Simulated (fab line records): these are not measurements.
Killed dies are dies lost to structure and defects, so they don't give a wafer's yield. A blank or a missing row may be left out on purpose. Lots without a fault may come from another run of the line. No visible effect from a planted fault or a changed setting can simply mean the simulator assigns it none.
Chamber matching + flow sfq-line + SFQ_TRILAYER_I7_CMP_CMP_184 on cmp-01: 4 sister chambers
The step polishes SiO2. 7 wafers are shown with their chamber, then 7 later ones without.

WAFERS WITH THEIR CHAMBER
| wafer  | chamber | time-to-endpoint-s (s) | motor-current-A (A) |
|--------|---------|------------------------|---------------------|
| L651.5 | 2       | 220                    | 10.9                |
| L654.1 | 2       | 216                    | 10.2                |
| L654.6 | 0       | 199                    | 10.7                |
| L662.5 | 0       | 217                    | 10.6                |
| L662.6 | 3       | 204                    | 10.6                |
| L663.2 | 1       | 201                    | 10.9                |
| L663.3 | 3       | 218                    | 10.9                |

WAFERS WHOSE CHAMBER IS MISSING
| wafer  | time-to-endpoint-s (s) | motor-current-A (A) |
|--------|------------------------|---------------------|
| L663.5 | 214                    | 10.4                |
| L664.4 | 213                    | 10.7                |
| L664.5 | 208                    | 10.7                |
| L664.6 | 214                    | 10.6                |
| L666.2 | 221                    | 10.6                |
| L666.3 | 223                    | 10.8                |
| L666.5 | 227                    | 10.3                |

THE CHAMBER EACH PASSED THROUGH
| wafer  | from the rows above               | in truth |
|--------|-----------------------------------|----------|
| L663.5 | can't be placed: 2 or 0 or 3 or 1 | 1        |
| L664.4 | can't be placed: 3 or 0 or 2 or 1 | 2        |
| L664.5 | can't be placed: 0 or 3 or 1 or 2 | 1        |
| L664.6 | can't be placed: 2 or 3 or 0 or 1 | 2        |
| L666.2 | can't be placed: 2 or 3 or 0 or 1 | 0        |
| L666.3 | can't be placed: 2 or 3 or 0 or 1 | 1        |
| L666.5 | can't be placed: 2 or 3 or 0      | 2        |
Placed correctly: 0 of 7. Unplaceable from these rows: 7, with the true chamber sitting among the candidates in 7. Placed wrongly: 0.
How it was worked out, from the rows above alone: a wafer's distance from a chamber is the root of the sum, over the readings, of the square of ((its reading less the chamber's mean) divided by the reading's scatter). The wafer belongs to the nearest chamber; if the next one is less than 2 further off, it can't be placed. Each chamber's mean is taken over the wafers shown for it. The scatter: the root of (the sum of the squares of (reading less its chamber's mean) over the shown wafers, divided by (wafers less chambers)).
